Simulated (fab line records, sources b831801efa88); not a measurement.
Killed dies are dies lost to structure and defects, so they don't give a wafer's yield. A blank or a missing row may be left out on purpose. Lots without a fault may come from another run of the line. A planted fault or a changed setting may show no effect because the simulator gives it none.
fab line records | flow sky130
record lots=14 wafers=42 last_day=50
route steps=708 shown VT_ADJUST_HVTP@96 VT_ADJUST_NCORE@127 SONOS_TUNNEL@161 SONOS_ONO@168
lots that met no fault: from a run of the same line without faults
start_h: hours from the record's first day to the start of the lot's first wafer shown | wait_h: hours since the lot's step before | " the same as in the row above | L1.1+2: a row that stands for several wafers | - no value, or no start given | * or withheld: withheld | < > ~ a bound
route shown NAME@n: a module of which the file shows steps, and the number in the route of the first | usual: mean/standard deviation of fault-free wafers | same: alike in all rows | chamber/n: place in a boat | sites: the reading at each site | _std_site: their standard deviation | _edge_site: outer sites' mean less inner sites' | radius_mm: how far each site lies from the wafer's centre | mask NAME#n: copy n | behind: the tool/chamber that last shaped the wafer | hold: why the lot was held/for how many hours/how that ended | device: the transistor (n, p or np) that didn't switch | end of line: the same wafers' tests at the end of the route | a step without rows: its recipe alone | killed: dies lost to structure and defects at the first sort, not the wafer's yield | map: a wafer's dies, x killed, . not, _ none there
set.NAME: the setting as run; set.NAME@STEP: as run at that earlier step | model.NAME: the simulator's own value behind a step, which no gauge read
steps of the route over a sample of lots; a table a step, a row a wafer
services: from which hour (start_h, from the record's first day; less than 0 if before it) a tool's chamber was out of use, for how many hours, and why
## steps
# step SKY_VT_ADJUST_HVTP_TW_MEAS_11
# usual VT_ADJUST_HVTP_TW=1355/11
# columns lot.wafer tool chamber start_h wait_h VT_ADJUST_HVTP_TW
L452.2 film_metro-04 - 129.72 0.1 1359
L452.5 " - " " 1354
L452.6 " - " " 1355
L453.2 film_metro-03 - 130.00 0.1 1352
L453.4 " - " " 1356
L453.5 " - " " 1349
L454.2 film_metro-03 - 137.57 0.1 1349
L454.4 " - " " 1353
L454.6 " - " " 1345
L456.3 film_metro-04 - 163.63 0.1 1357
L456.4 " - " " 1353
L456.5 " - " " 1356
L457.1 film_metro-04 - 164.96 0.1 1350
L457.5 " - " " 1351
L457.6 " - " " 1346
L455.1 film_metro-04 - 165.14 0.1 1353
L455.5 " - " " 1357
L455.6 " - " " 1352
L461.1 film_metro-04 - 182.46 0.1 1355
L461.2 " - " " 1358
L461.5 " - " " 1349
L465.1 film_metro-03 - 210.15 0.1 1347
L465.2 " - " " 1347
L465.3 " - " " 1348
L466.2 film_metro-03 - 216.21 0.1 1334
L466.5 " - " " 1340
L466.6 " - " " 1335
L467.2 film_metro-01 - 223.02 0.1 1369
L467.3 " - " " 1373
L467.5 " - " " 1370
L469.4 film_metro-01 - 236.57 0.1 1367
L469.5 " - " " 1370
L469.6 " - " " 1375
L471.1 film_metro-04 - 249.29 0.1 1359
L471.2 " - " " 1354
L471.6 " - " " 1353
L472.2 film_metro-03 - 257.95 0.1 1345
L472.4 " - " " 1356
L472.5 " - " " 1353
L473.1 film_metro-04 - 261.25 0.1 1355
L473.2 " - " " 1355
L473.5 " - " " 1359
# step SKY_VT_ADJUST_NCORE_OVL_MEAS_08
# usual VT_ADJUST_NCORE_OVL=0.2/1.7
# columns lot.wafer tool chamber start_h wait_h VT_ADJUST_NCORE_OVL[nm]
L452.2 overlay-01 - 190.68 0.1 -3.7
L452.5 " - " " 0.2
L452.6 " - " " -2.8
L453.2 overlay-02 - 190.98 0.1 1.0
L453.4 " - " " -1.0
L453.5 " - " " -0.4
L454.2 overlay-02 - 199.23 0.1 -1.9
L454.4 " - " " -1.2
L454.6 " - " " -0.7
L456.3 overlay-02 - 228.21 0.1 -0.5
L456.4 " - " " 0.3
L456.5 " - " " -0.2
L457.1 overlay-02 - 229.03 0.1 0.2
L457.5 " - " " 0.9
L457.6 " - " " -0.6
L455.1 overlay-02 - 229.30 0.1 -3.1
L455.5 " - " " -3.2
L455.6 " - " " -1.4
L461.1 overlay-01 - 248.98 0.1 1.7
L461.2 " - " " 0.3
L461.5 " - " " -0.7
L465.1 overlay-01 - 278.80 0.1 1.9
L465.2 " - " " 1.1
L465.3 " - " " 1.7
L466.2 overlay-01 - 287.01 0.1 2.8
L466.5 " - " " 0.1
L466.6 " - " " 2.7
L467.2 overlay-02 - 294.28 0.1 -1.6
L467.3 " - " " -0.9
L467.5 " - " " -0.4
L469.4 overlay-02 - 309.62 0.1 0.9
L469.5 " - " " 1.2
L469.6 " - " " 0.8
L471.1 overlay-01 - 324.28 0.1 1.4
L471.2 " - " " 0.0
L471.6 " - " " 1.0
L472.2 overlay-01 - 333.88 0.1 -0.2
L472.4 " - " " 1.4
L472.5 " - " " -0.7
L473.1 overlay-01 - 338.81 0.1 0.7
L473.2 " - " " 1.1
L473.5 " - " " -0.4
# step SKY_SONOS_TUNNEL_CD_MEAS_07
# recipe target_cd_nm=410
# usual cd_nm=409.8/2
# columns lot.wafer tool chamber start_h wait_h cd_nm
L452.2 cd_sem-01 - 257.95 0.1 411.7
L452.5 " - " " 414.6
L452.6 " - " " 412.8
L453.2 cd_sem-02 - 258.08 0.1 412.1
L453.4 " - " " 410.6
L453.5 " - " " 411.5
L454.2 cd_sem-01 - 268.92 0.1 410.2
L454.4 " - " " 409.6
L454.6 " - " " 412.2
L456.3 cd_sem-01 - 301.20 0.1 406.3
L456.4 " - " " 406.9
L456.5 " - " " 408.7
L457.1 cd_sem-02 - 303.05 0.1 414.0
L457.5 " - " " 409.8
L457.6 " - " " 411.6
L455.1 cd_sem-01 - 303.13 0.1 410.8
L455.5 " - " " 407.0
L455.6 " - " " 408.8
L461.1 cd_sem-02 - 323.86 0.1 411.6
L461.2 " - " " 413.5
L461.5 " - " " 409.0
L465.1 cd_sem-01 - 358.68 0.1 412.3
L465.2 " - " " 410.6
L465.3 " - " " 411.2
L466.2 cd_sem-02 - 368.02 0.2 410.6
L466.5 " - " " 408.2
L466.6 " - " " 411.2
L467.2 cd_sem-02 - 375.28 0.1 406.5
L467.3 " - " " 409.7
L467.5 " - " " 410.5
L469.4 cd_sem-02 - 392.37 0.1 412.8
L469.5 " - " " 413.2
L469.6 " - " " 410.5
L471.1 cd_sem-02 - 407.57 0.1 409.4
L471.2 " - " " 411.4
L471.6 " - " " 409.2
L472.2 cd_sem-01 - 419.57 0.1 404.8
L472.4 " - " " 409.5
L472.5 " - " " 406.5
L473.1 cd_sem-01 - 424.65 0.1 410.1
L473.2 " - " " 408.2
L473.5 " - " " 410.4
# step SKY_SONOS_ONO_OXIDATION_00
# recipe temp_c=800 ambient=O2 idle_temp_c=700 ramp_up_c_per_min=10 ramp_down_c_per_min=3 stabilise_s=600 purge_s=300 target_thk_a=26 ox_time_s=1249
# usual ox_temp_c=799.9/0.38 ox_temp_c_max=805.0/1.2 ramp_down_c_per_min=3.0000/0.00054 ramp_up_c_per_min=10.000/0.002 tube_center_temp_C=800/0.071 zone_power_upper_pct=12.5/1.1
# columns lot.wafer tool chamber start_h wait_h ox_temp_c ox_temp_c_max ramp_down_c_per_min ramp_up_c_per_min tube_center_temp_C zone_power_upper_pct
L452.2 furnace-01 0 259.60 0.9 800.0 804.1 3.0002 9.9986 800.12 11.7
L452.5 " 0 " " 800.5 804.3 2.9992 10.001 800.06 11.9
L452.6 " 0 " " 800.2 804.0 3.0008 9.9983 800.1 11.7
L453.2 furnace-01 0 259.60 0.9 800.0 804.4 2.9991 10.001 800.03 11.8
L453.4 " 0 " " 799.4 803.4 3.0001 9.9984 800.07 11.8
L453.5 " 0 " " 799.2 803.0 3.0000 9.9991 800.08 11.6
L454.2 furnace-02 0 270.80 1.3 800.3 806.1 3.0001 10.005 799.94 14.2
L454.4 " 0 " " 799.8 805.7 2.9999 10.000 799.96 14.3
L454.6 " 0 " " 799.9 806.7 3.0006 10.001 800.02 14.0
L456.3 furnace-01 - 302.72 0.9 - - - - - -
L456.4 " - " " - - - - - -
L456.5 " - " " - - - - - -
L455.1 furnace-01 - 304.07 0.2 - - - - - -
L455.5 " - " " - - - - - -
L455.6 " - " " - - - - - -
L457.1 furnace-01 0 304.07 0.3 800.8 804.7 2.9993 10.001 800.04 11.6
L457.5 " 0 " " 800.1 804.6 2.9995 9.9987 800.05 11.8
L457.6 " 0 " " 800.3 804.0 2.9994 9.9984 800.14 11.9
L461.1 furnace-01 0 324.51 0.0 799.5 803.8 2.9998 10.001 800.07 11.8
L461.2 " 0 " " 799.8 804.3 3.0006 9.9997 799.99 11.7
L461.5 " 0 " " 799.7 803.5 3.0000 9.9991 799.88 11.7
L465.1 furnace-01 0 359.34 0.0 800.3 803.8 3.0006 10.000 800.13 11.6
L465.2 " 0 " " 799.9 804.8 3.0009 10.002 799.98 11.7
L465.3 " 0 " " 799.9 804.4 3.0000 10.001 800 11.7
L466.2 furnace-02 0 370.33 1.7 799.6 808.4 2.9999 10.004 800.01 14.1
L466.5 " 0 " " 799.3 806.0 2.9994 9.9994 799.98 14.3
L466.6 " 0 " " 800.1 807.2 3.0007 9.9978 799.95 13.8
L467.2 furnace-01 0 377.41 1.5 800.3 807.5 2.9998 9.9978 800.02 11.7
L467.3 " 0 " " 799.9 804.8 2.9989 10.000 799.97 11.6
L467.5 " 0 " " 799.7 804.6 3.0005 9.9994 800.01 11.8
L469.4 furnace-02 0 395.80 2.8 800.0 804.8 2.9994 10.002 799.97 13.9
L469.5 " 0 " " 799.7 806.0 2.9993 10.003 800.03 14.0
L469.6 " 0 " " 800.1 806.2 2.9995 10.000 799.93 14.2
L471.1 furnace-01 0 408.24 0.0 800.0 804.6 2.9996 10.001 800 11.6
L471.2 " 0 " " 799.1 803.2 3.0001 9.9986 799.92 11.8
L471.6 " 0 " " 800.5 804.7 3.0001 10.001 800.07 11.7
L472.2 furnace-01 0 421.04 0.8 799.7 805.0 2.9990 10.000 800.04 11.6
L472.4 " 0 " " 799.6 804.8 2.9994 9.9996 800.01 11.7
L472.5 " 0 " " 799.5 803.6 3.0003 10.000 800.02 11.7
L473.1 furnace-01 0 426.63 1.3 800.2 806.5 3.0003 10.000 799.99 11.7
L473.2 " 0 " " 800.2 804.5 3.0003 9.9992 800.14 11.7
L473.5 " 0 " " 800.2 805.3 2.9995 9.9988 800 11.7
## services
# columns tool chamber start_h hours kind
furnace-02 - 244.41 4.8 pm
furnace-01 - 263.86 4.9 pm
furnace-01 - 283.04 12.8 pm
furnace-02 - 336.69 3.7 pm
furnace-01 - 394.21 3.8 pm
## key
first_sign step=SKY_SONOS_ONO_OXIDATION_00 reading=tool_record direction=missing
effect none on later readings
met_at SKY_SONOS_ONO_OXIDATION_00
struck_lots L455,L456
later_rows_left_out L455.1,L455.5,L455.6,L456.3,L456.4,L456.5
sort_left_out L455.1,L455.5,L455.6,L456.3,L456.4,L456.5
tester_left_out L455,L456
not_acting_at SKY_VT_ADJUST_HVTP_TW_MEAS_11,SKY_VT_ADJUST_NCORE_OVL_MEAS_08,SKY_SONOS_TUNNEL_CD_MEAS_07
onset_between 259.60 302.72
fault kind=skipped_step_whole tool=furnace-01 chamber=- onset_h=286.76 steps=SKY_SONOS_ONO_OXIDATION_00 scope=struck_lots_only
# tester_left_out: of these lots the tester's yield and bins aren't shown, on N5 and GAA mostly nor the transistor test; their killed dies are dies lost to structure and defects alone, not to doping, threshold or leakage, so they don't give the yield
# sort_left_out: the simulated sort isn't trusted on such a fault, so these wafers' sort isn't shown, and their yield isn't known
# later_rows_left_out: the simulator's readings of these wafers behind a module that went badly wrong aren't trusted and aren't shown, but for the sort
